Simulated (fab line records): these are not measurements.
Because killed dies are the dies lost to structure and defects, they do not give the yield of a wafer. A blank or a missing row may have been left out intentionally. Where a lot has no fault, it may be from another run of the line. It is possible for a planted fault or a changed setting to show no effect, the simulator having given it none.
fab line records	flow sky130
record lots=6	wafers=18	last-day=50
route steps=708 shown LOCAL_INTERCONNECT@403 CONTACT@406 PAD_OPEN@708
lots with no fault: from the same line, run without faults
start-h: hours from the record's first day to the start of the lot's first wafer shown	wait-h: hours elapsed since this lot's preceding step	" as in the row above	L1.1+2: several wafers, shown together as one row	- no value, or no start was given	* or withheld: withheld	< > ~ a bound
route shown NAME@n: names a module that has steps shown in the file, with the first one's number in the route	usual: mean/standard deviation of fault-free wafers	same: alike in all rows	chamber/n: place in a boat	sites: readings site by site	_std_site: standard deviation of those values	_edge_site: inner sites' mean taken away from outer sites' mean	radius-mm: for every site, how far away it sits from the centre of the wafer	mask NAME#n: copy n	behind: the tool/chamber that last shaped the wafer	hold: what put the lot on hold/how long, in hours/how the hold closed	device: whichever transistor did not switch (one of n, p or np)	end of line: tests run on the same wafers once the route is complete	a step given without rows: its recipe and nothing more	killed: dies lost to structure and defects at the first sort, not the wafer's yield	map: a wafer's dies, x killed, . not, _ none there
set.NAME: the setting as run; set.NAME@STEP: as run at that earlier step	model.NAME: the simulator's own value behind a step, which no gauge read
certain route steps with their lots: each step a table, each wafer a row
services: the hour from which a tool's chamber was out of use, counted from the record's first day as start-h (under 0 if before that day), plus the number of hours and why
## steps
# step SKY_LOCAL_INTERCONNECT_STRIP_16
# recipe chemistry=post-etch-residue-remover	time-s=1200	temp-c=72.5
# step SKY_LOCAL_INTERCONNECT_CLEAN_17
# recipe chemistry=IPA	time-s=180	temp-c=25
# step SKY_LOCAL_INTERCONNECT_CLEAN_18
# recipe chemistry=O3/DIW	dry=n2-spin
# step SKY_CONTACT_CVD_00
# recipe material=Si3N4	target-thk-nm=75	temp-c=400	time-s=withheld	rf-w=450
# usual heater-power-w=690/82
lot.wafer	tool	chamber	start-h	wait-h	heater-power-w
L466.2	pecvd-04	0	744.38	0.0	650
L466.4	"	1	"	"	673
L466.6	"	0	"	"	662
L469.2	pecvd-03	2	773.88	0.0	684
L469.3	"	0	"	"	630
L469.6	"	2	"	"	678
L470.2	pecvd-02	2	777.16	0.0	697
L470.3	"	1	"	"	684
L470.4	"	2	"	"	731
L471.1	pecvd-03	2	782.68	0.0	623
L471.5	"	2	"	"	669
L471.6	"	0	"	"	669
L472.2	pecvd-04	2	790.78	0.0	624
L472.5	"	2	"	"	629
L472.6	"	1	"	"	692
L483.1	pecvd-02	0	907.95	0.0	811
L483.2	"	2	"	"	656
L483.4	"	2	"	"	687
# step SKY_CONTACT_THK_MEAS_01
# recipe reads=Si3N4_of_CONTACT_CVD_00
# usual CONTACT_CVD_00_THK=75.0/0.82
lot.wafer	tool	chamber	start-h	wait-h	CONTACT_CVD_00_THK[nm]
L466.2	film-metro-01	-	744.42	-	73.9
L466.4	"	-	"	"	75.2
L466.6	"	-	"	"	74.9
L469.2	film-metro-01	-	773.92	-	74.7
L469.3	"	-	"	"	74.8
L469.6	"	-	"	"	75.6
L470.2	film-metro-03	-	777.21	-	74.7
L470.3	"	-	"	"	75.0
L470.4	"	-	"	"	76.1
L471.1	film-metro-02	-	782.71	-	73.5
L471.5	"	-	"	"	74.6
L471.6	"	-	"	"	75.7
L472.2	film-metro-01	-	790.82	-	73.9
L472.5	"	-	"	"	76.1
L472.6	"	-	"	"	74.9
L483.1	film-metro-03	-	908.00	-	74.7
L483.2	"	-	"	"	74.4
L483.4	"	-	"	"	75.7
# step SKY_CONTACT_HDPCVD_02
# recipe material=SiO2	target-thk-nm=565	sigma-open-frac=0.3	time-s=94.2	temp-c=600	sih4-flow-sccm=60	pressure-mtorr=6
# step SKY_CONTACT_THK_MEAS_03
# recipe reads=SiO2_of_CONTACT_HDPCVD_02
# usual CONTACT_HDPCVD_THK=565/6.2
lot.wafer	tool	chamber	start-h	wait-h	CONTACT_HDPCVD_THK[nm]
L466.2	film-metro-03	-	744.55	0.0	559
L466.4	"	-	"	"	560
L466.6	"	-	"	"	561
L469.2	film-metro-02	-	774.05	0.0	573
L469.3	"	-	"	"	570
L469.6	"	-	"	"	572
L470.2	film-metro-03	-	777.34	0.0	568
L470.3	"	-	"	"	573
L470.4	"	-	"	"	567
L471.1	film-metro-01	-	782.84	0.0	565
L471.5	"	-	"	"	559
L471.6	"	-	"	"	565
L472.2	film-metro-03	-	790.95	0.0	565
L472.5	"	-	"	"	569
L472.6	"	-	"	"	565
L483.1	film-metro-02	-	908.13	0.0	570
L483.2	"	-	"	"	572
L483.4	"	-	"	"	569
# step SKY_CONTACT_CMP_04
# recipe material=SiO2	down-force-psi=4	platen-rpm=60	pad-velocity-m-s=0.94248
# usual motor-current-A=12.2/1.1	time-to-endpoint-s=81/3.7
lot.wafer	tool	chamber	start-h	wait-h	motor-current-A	time-to-endpoint-s
L466.4	cmp-01	0	744.65	0.1	11.4	80
L466.2	"	1	"	"	14.5	83
L466.6	"	3	"	"	11.9	83
L469.3	cmp-02	0	774.10	0.0	12.1	87
L469.2	"	2	"	"	12.4	87
L469.6	"	1	"	"	10.9	87
L470.2	cmp-02	1	777.44	0.1	11.1	83
L470.4	"	2	"	"	12.7	84
L470.3	"	3	"	"	13.1	86
L471.1	cmp-02	0	783.05	0.2	12.2	80
L471.5	"	1	"	"	10.9	81
L471.6	"	2	"	"	12.5	83
L472.2	cmp-02	3	791.15	0.2	12.9	81
L472.6	"	0	"	"	12.1	80
L472.5	"	1	"	"	10.9	82
L483.2	cmp-02	0	908.19	0.0	12.1	87
L483.4	"	2	"	"	13.3	87
L483.1	"	3	"	"	13.5	84
# step SKY_CONTACT_BOW_MEAS_05
# recipe mode=bow
# usual CONTACT_BOW=80/7.3
lot.wafer	tool	chamber	start-h	wait-h	CONTACT_BOW[um]
L466.2	film-metro-02	-	744.92	0.2	70
L466.4	"	-	"	"	78
L466.6	"	-	"	"	87
L469.2	film-metro-03	-	774.42	0.2	88
L469.3	"	-	"	"	81
L469.6	"	-	"	"	81
L470.2	film-metro-02	-	777.71	0.2	87
L470.3	"	-	"	"	76
L470.4	"	-	"	"	80
L471.1	film-metro-02	-	783.20	0.1	76
L471.5	"	-	"	"	88
L471.6	"	-	"	"	88
L472.2	film-metro-01	-	791.32	0.1	83
L472.5	"	-	"	"	87
L472.6	"	-	"	"	69
L483.1	film-metro-01	-	908.49	0.1	75
L483.2	"	-	"	"	87
L483.4	"	-	"	"	71
# step SKY_CONTACT_DEHYDRATE_06
# recipe temp-c=200	time-s=60
# step SKY_CONTACT_HMDS_07
# recipe prime-time-s=57.17	prime-temp-c=120
# step SKY_CONTACT_COAT_08
# recipe resist=BARC	temp-c=withheld	time-s=withheld	spin-rpm=3000	resist-thk-nm=60
# step SKY_CONTACT_COAT_09
# recipe resist=KrF-thick	spin-rpm=3000	resist-thk-nm=450
# usual exhaust-pa=45.2/0.81
lot.wafer	tool	chamber	start-h	wait-h	exhaust-pa	model.KrF-thick_of_CONTACT_COAT_09.thk-nm
L466.2	litho-track-04	0	757	-	46.0	450.4
L466.4	"	0	"	"	43.8	450.6
L466.6	"	0	"	"	44.0	450
L469.2	litho-track-03	0	787	-	45.2	450.7
L469.3	"	0	"	"	47.4	450.9
L469.6	"	0	"	"	45.8	450.4
L470.2	litho-track-03	0	790	-	45.4	469.8
L470.3	"	0	"	"	45.9	469.2
L470.4	"	0	"	"	45.2	468.6
L471.1	litho-track-02	0	795	-	44.2	454.4
L471.5	"	0	"	"	44.4	454.5
L471.6	"	0	"	"	46.2	452.6
L472.2	litho-track-03	0	804	-	44.6	469.6
L472.5	"	0	805	-	45.2	468.4
L472.6	"	0	"	"	46.7	469.5
L483.1	litho-track-02	0	920	-	45.1	448.9
L483.2	"	0	"	"	45.0	449.6
L483.4	"	0	"	"	45.5	448.4
# step SKY_CONTACT_SOFTBAKE_10
# recipe temp-c=100	time-s=90	resist=KrF-thick
# step SKY_CONTACT_EXPOSE_11
# recipe mask-id=CTM1	na=0.8	source-shape=annular	sigma-inner=0.55	sigma-outer=0.85	target-cd-nm=170	dose-mj=38
# step SKY_CONTACT_PEB_12
# recipe peb-temp-c=withheld	peb-time-s=withheld	resist=KrF-thick
# step SKY_CONTACT_DEVELOP_13
# recipe develop-time-s=60	resist=KrF-thick	dev-temp-c=21
# step SKY_CONTACT_CD_MEAS_14
# recipe target-cd-nm=170
# usual cd-nm=170.1/1.5
lot.wafer	tool	chamber	start-h	wait-h	cd-nm
L466.2	cd-sem-02	-	772.09	-	171.7
L466.4	"	-	"	"	172.3
L466.6	"	-	"	"	172.3
L469.2	cd-sem-02	-	800.84	-	172.5
L469.3	"	-	"	"	173.1
L469.6	"	-	"	"	171.0
L470.2	cd-sem-01	-	804.36	-	168.2
L470.3	"	-	"	"	168.4
L470.4	"	-	"	"	168.7
L471.1	cd-sem-02	-	808.54	-	169.8
L471.5	"	-	"	"	168.5
L471.6	"	-	"	"	168.7
L472.2	cd-sem-02	-	819.37	-	166.4
L472.5	"	-	"	"	166.8
L472.6	"	-	"	"	166.1
L483.1	cd-sem-01	-	933.14	-	170.5
L483.2	"	-	"	"	169.4
L483.4	"	-	"	"	168.8
# step SKY_CONTACT_OVL_MEAS_15
# usual CONTACT_OVL=0/5.7
lot.wafer	tool	chamber	start-h	wait-h	CONTACT_OVL[nm]
L466.2	overlay-02	-	772.20	0.1	-9
L466.4	"	-	"	"	-6
L466.6	"	-	"	"	-11
L469.2	overlay-02	-	800.95	0.1	6
L469.3	"	-	"	"	2
L469.6	"	-	"	"	-2
L470.2	overlay-01	-	804.47	0.1	5
L470.3	"	-	"	"	1
L470.4	"	-	"	"	-2
L471.1	overlay-02	-	808.66	0.1	11
L471.5	"	-	"	"	1
L471.6	"	-	"	"	-5
L472.2	overlay-01	-	819.48	0.1	-5
L472.5	"	-	"	"	0
L472.6	"	-	"	"	-5
L483.1	overlay-01	-	933.26	0.1	10
L483.2	"	-	"	"	3
L483.4	"	-	"	"	-1
# step SKY_CONTACT_ETCH_16
# recipe chemistry=N2/H2	target=BARC	ion-energy-ev=200	source-w=500	bias-w=100	pressure-mtorr=30	n2-flow-sccm=100	h2-flow-sccm=200	stop-on=SiO2	time-s=45.9	target-depth-a=600
# usual bias-w=100.02/0.29	drypump-motor-current-A=5.8/0.31	oes-product-au=0.855/0.0044	throttle-valve-pct=13.226/0.0093
lot.wafer	tool	chamber	start-h	wait-h	bias-w	drypump-motor-current-A	oes-product-au	rf-hours-counter-h	throttle-valve-pct
L466.2	rie-diel-01	0	772.23	0.0	99.80	5.9	0.862	1	13.228
L466.4	"	3	"	"	100.22	6.2	0.857	16	13.210
L466.6	"	3	"	"	100.16	6.2	0.855	-	13.244
L469.2	rie-diel-03	2	800.98	0.0	100.11	5.5	0.858	15	13.240
L469.3	"	0	"	"	99.82	6.1	0.855	6	13.215
L469.6	"	2	"	"	99.83	5.5	0.861	-	13.221
L470.2	rie-diel-01	0	804.50	0.0	99.88	6.0	0.848	2	13.230
L470.3	"	1	"	"	99.95	5.6	0.854	1	13.196
L470.4	"	3	"	"	100.01	6.2	0.858	17	13.221
L471.1	rie-diel-02	1	808.69	0.0	100.26	5.8	0.861	13	13.218
L471.5	"	2	"	"	99.90	5.9	0.859	-	13.233
L471.6	"	3	"	"	100.06	5.6	0.851	-	13.235
L472.2	rie-diel-03	1	819.51	0.0	100.38	5.1	0.853	7	13.220
L472.5	"	3	"	"	100.22	5.7	0.855	-	13.229
L472.6	"	2	"	"	100.26	5.6	0.854	-	13.215
L483.1	rie-diel-03	0	933.30	0.0	100.16	6.0	0.850	11	13.247
L483.2	"	3	"	"	99.78	5.6	0.856	19	13.215
L483.4	"	1	"	"	100.60	5.1	0.849	11	13.213
# step SKY_CONTACT_ETCH_17
# recipe target=SiO2	chemistry=C4F8/O2/Ar	stop-on=Si3N4	mask-material=KrF-thick	source-w=1500	bias-w=1200	pressure-mtorr=40	c4f8-flow-sccm=withheld	O2_flow_sccm=6	Ar_flow_sccm=300	time-s=withheld	target-depth-a=3400
# usual bias-w=1200/3.8	oes-product-au=0.891/0.0048
lot.wafer	tool	chamber	start-h	wait-h	bias-w	oes-product-au
L466.2	rie-diel-01	0	772.27	0.0	1197	0.895
L466.4	"	3	"	"	1205	0.887
L466.6	"	3	"	"	1202	0.892
L469.2	rie-diel-03	2	801.02	0.0	1203	0.890
L469.3	"	0	"	"	1199	0.889
L469.6	"	2	"	"	1197	0.891
L470.2	rie-diel-01	0	804.54	0.0	1202	0.888
L470.3	"	1	"	"	1192	0.894
L470.4	"	3	"	"	1205	0.894
L471.1	rie-diel-02	1	808.73	0.0	1209	0.896
L471.5	"	2	"	"	1202	0.891
L471.6	"	3	"	"	1200	0.896
L472.2	rie-diel-03	1	819.55	0.0	1191	0.900
L472.5	"	3	"	"	1196	0.901
L472.6	"	2	"	"	1202	0.895
L483.1	rie-diel-03	0	933.34	0.0	1201	0.897
L483.2	"	3	"	"	1196	0.893
L483.4	"	1	"	"	1200	0.897
# step SKY_CONTACT_ETCH_18
# recipe target=Si3N4	chemistry=CHF3/O2	stop-on=TiN	source-w=600	bias-w=200	pressure-mtorr=40	chf3-flow-sccm=50	O2_flow_sccm=5	time-s=39	target-depth-a=750
# usual bias-w=200.2/0.6	drypump-motor-current-A=5.7/0.31	oes-product-au=0.855/0.0075	throttle-valve-pct=8.792/0.0085
lot.wafer	tool	chamber	start-h	wait-h	bias-w	drypump-motor-current-A	oes-product-au	rf-hours-counter-h	throttle-valve-pct	model.KrF-thick_of_CONTACT_COAT_09.thk-nm
L466.2	rie-diel-01	0	-	-	199.5	5.9	0.842	1	8.788	246.3
L466.4	"	3	"	"	200.5	6.2	0.856	16	8.794	245.4
L466.6	"	3	"	"	201.3	6.2	0.861	-	8.795	244.7
L469.2	rie-diel-03	2	-	-	199.9	5.5	0.854	15	8.783	243.2
L469.3	"	0	"	"	199.9	6.1	0.854	6	8.793	242.7
L469.6	"	2	"	"	200.5	5.5	0.863	-	8.782	241.6
L470.2	rie-diel-01	0	-	-	200.9	5.9	0.853	2	8.791	265.1
L470.3	"	1	"	"	199.7	5.6	0.868	1	8.792	264
L470.4	"	3	"	"	200.4	6.2	0.856	17	8.794	262.5
L471.1	rie-diel-02	1	-	-	200.6	5.7	0.840	13	8.788	247.1
L471.5	"	2	"	"	200.3	5.8	0.848	-	8.796	249.9
L471.6	"	3	"	"	199.5	5.6	0.853	-	8.788	246.3
L472.2	rie-diel-03	1	-	-	199.7	5.1	0.843	7	8.787	260.3
L472.5	"	3	"	"	201.3	5.6	0.868	-	8.794	261.3
L472.6	"	2	"	"	201.1	5.5	0.840	-	8.813	262
L483.1	rie-diel-03	0	-	-	199.5	6.1	0.850	11	8.793	237.9
L483.2	"	3	"	"	199.7	5.6	0.857	19	8.794	239.4
L483.4	"	1	"	"	200.2	5.1	0.854	11	8.782	236.9
# step SKY_CONTACT_STRIP_19
# recipe chemistry=O2/N2	power-w=1400	pressure-mtorr=1500	platen-temp-c=withheld	o2-flow-sccm=3000	n2-flow-sccm=300	overash-fraction=0.5
# usual drypump-motor-current-A=5.8/0.46	oes-product-au=0.381/0.005	strip-time-to-endpoint-s=3.627/0.027
lot.wafer	tool	chamber	start-h	wait-h	drypump-motor-current-A	oes-product-au	rf-hours-counter-h	strip-time-to-endpoint-s
L466.2	plasma-asher-04	0	772.36	-	5.8	0.383	34	3.642
L466.4	"	0	"	"	5.8	0.379	-	3.643
L466.6	"	0	"	"	5.8	0.383	-	3.641
L469.2	plasma-asher-03	1	801.11	-	6.3	0.386	6	3.645
L469.3	"	1	"	"	6.4	0.384	-	3.612
L469.6	"	1	"	"	6.3	0.381	-	3.603
L470.2	plasma-asher-04	0	804.63	-	5.8	0.392	37	3.855
L470.3	"	1	"	"	4.9	0.393	-	3.836
L470.4	"	0	"	"	5.8	0.386	-	3.818
L471.1	plasma-asher-03	1	808.82	-	6.3	0.384	7	3.663
L471.5	"	0	"	"	5.6	0.387	-	3.693
L471.6	"	1	"	"	6.4	0.380	-	3.661
L472.2	plasma-asher-04	0	819.64	-	5.8	0.386	39	3.804
L472.5	"	0	"	"	5.9	0.391	-	3.842
L472.6	"	1	"	"	4.9	0.387	-	3.838
L483.1	plasma-asher-02	1	933.43	-	6.1	0.374	83	3.561
L483.2	"	0	"	"	5.8	0.385	83	3.580
L483.4	"	1	"	"	6.1	0.386	-	3.545
# step SKY_CONTACT_STRIP_20
# recipe chemistry=post-etch-residue-remover	time-s=1200	temp-c=72.5
# step SKY_PAD_OPEN_PROBE_99
# usual killed_at_M0_to_M3=45/7.9	killed_at_M4_up=2.9/1.8	killed-at-contacts=25/5.5	killed-at-front-end=16/4.4	killed-at-other=0.3/0.58	killed-dies=89/9.4	killed-open=49/6.8	killed-short=40/6.3
# same gross-dies=492	killed-at-back-side=0
lot.wafer	tool	chamber	start-h	wait-h	killed_at_M0_to_M3	killed_at_M4_up	killed-at-contacts	killed-at-front-end	killed-at-other	killed-dies	killed-open	killed-short
L471.1	prober-02	-	1130.80	0.1	46	6	23	20	0	95	51	44
L471.5	prober-02	-	1131.00	0.2	40	2	24	18	0	84	51	29
L471.6	prober-02	-	1131.05	0.2	42	5	29	12	0	88	45	42
L483.1	prober-02	-	1210.83	0.1	39	1	25	19	0	84	46	38
L483.2	prober-02	-	1210.88	0.1	41	3	37	10	0	91	48	43
L483.4	prober-02	-	1210.98	0.2	56	2	26	19	0	103	63	39
# killed by level:class
L471.1 VIA1:geometric-particle:open=14 CONTACT:geometric-particle:open=9 LI_CONTACT:geometric-particle:open=6 METAL1:geometric-particle:short=6 METAL2:geometric-particle:short=6 FIELD_ISO:geometric-particle:short=5 VIA2:geometric-particle:open=5 LI_CONTACT:geometric-particle:short=4
L471.5 CONTACT:geometric-particle:open=10 VIA1:geometric-particle:open=8 LI_CONTACT:geometric-particle:open=7 VIA2:geometric-particle:open=6 VIA3:geometric-particle:open=6 SPACER:geometric-particle:open=5 METAL1:geometric-particle:short=5 METAL2:geometric-particle:short=5
L471.6 CONTACT:geometric-particle:open=11 VIA1:geometric-particle:open=9 METAL2:geometric-particle:short=7 LI_CONTACT:geometric-particle:open=6 VIA2:geometric-particle:open=5 METAL1:geometric-particle:short=4 LI_CONTACT:geometric-particle:short=4 LOCAL_INTERCONNECT:geometric-particle:short=4
L483.1 FIELD_ISO:geometric-particle:open=10 CONTACT:geometric-particle:open=8 METAL1:geometric-particle:short=7 LI_CONTACT:geometric-particle:open=6 VIA2:geometric-particle:open=6 VIA1:geometric-particle:open=6 FIELD_ISO:geometric-particle:short=5 CONTACT:geometric-particle:short=5
L483.2 VIA1:geometric-particle:open=14 CONTACT:geometric-particle:open=12 LOCAL_INTERCONNECT:geometric-particle:short=9 LI_CONTACT:geometric-particle:short=6 LI_CONTACT:geometric-particle:open=6 METAL1:geometric-particle:short=5 VIA3:geometric-particle:short=5 VIA3:geometric-particle:open=5
L483.4 VIA1:geometric-particle:open=21 LI_CONTACT:geometric-particle:open=10 VIA3:geometric-particle:open=7 CONTACT:geometric-particle:open=7 CONTACT:geometric-particle:short=5 FIELD_ISO:geometric-particle:short=4 FIELD_ISO:geometric-particle:open=4 POLY_GATE:geometric-particle:short=4
## services
tool	chamber	start-h	hours	kind
plasma-asher-04	-	722.49	2.2	repair
pecvd-02	2	722.63	19.2	repair
plasma-asher-03	-	733.75	9.0	pm
pecvd-02	-	735.07	3.8	repair
cmp-02	-	735.13	5.7	pm
cmp-02	-	745.24	4.0	pm
cmp-02	-	757.26	14.4	pm
pecvd-03	-	767.29	5.5	pm
cmp-02	-	794.43	1.6	repair
rie-diel-03	2	794.78	4.6	repair
rie-diel-02	3	798.41	2.6	repair
pecvd-04	-	798.79	0.9	repair
pecvd-03	0	804.75	4.6	repair
pecvd-03	-	831.14	2.8	pm
rie-diel-01	0	841.66	4.7	repair
plasma-asher-04	-	849.69	14.6	pm
pecvd-04	-	854.38	2.8	repair
pecvd-02	-	862.02	14.6	pm
rie-diel-03	-	867.73	1.2	repair
cmp-02	-	901.17	2.3	repair
pecvd-04	0	905.96	10.8	repair
rie-diel-02	3	911.99	5.7	repair
rie-diel-03	0	916.64	4.1	repair
cmp-02	-	931.80	2.9	repair
## key
first-sign step=SKY_CONTACT_STRIP_19	reading=strip-time-to-endpoint-s	direction=up	sigmas=7.5	usual=*	struck=*
effect none on later readings
model-effect step=SKY_CONTACT_COAT_09	value=KrF-thick_of_CONTACT_COAT_09.thk-nm	without=451.6	struck=469.2
model-effect step=SKY_CONTACT_ETCH_18	value=KrF-thick_of_CONTACT_COAT_09.thk-nm	without=244.9	struck=262.5
met-at SKY_CONTACT_COAT_09
struck-wafers L470.2,L470.3,L470.4,L472.2,L472.5,L472.6
tester-left-out L470,L472
onset-between 787 790
also-fits SKY_CONTACT_STRIP_19:plasma-asher-04
fault kind=process-parameter-drift	tool=litho-track-03	chamber=-	onset-h=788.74	steps=SKY_CONTACT_COAT_09	channel=resist-thk-nm	offset=17.556	shape=step	end-h=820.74	acts-in=these-recipes-only	stated=450
# tester-left-out: of these lots the tester's yield and bins aren't shown, on N5 and GAA mostly nor the transistor test; their killed dies are dies lost to structure and defects alone, not to doping, threshold or leakage, so they don't give the yield
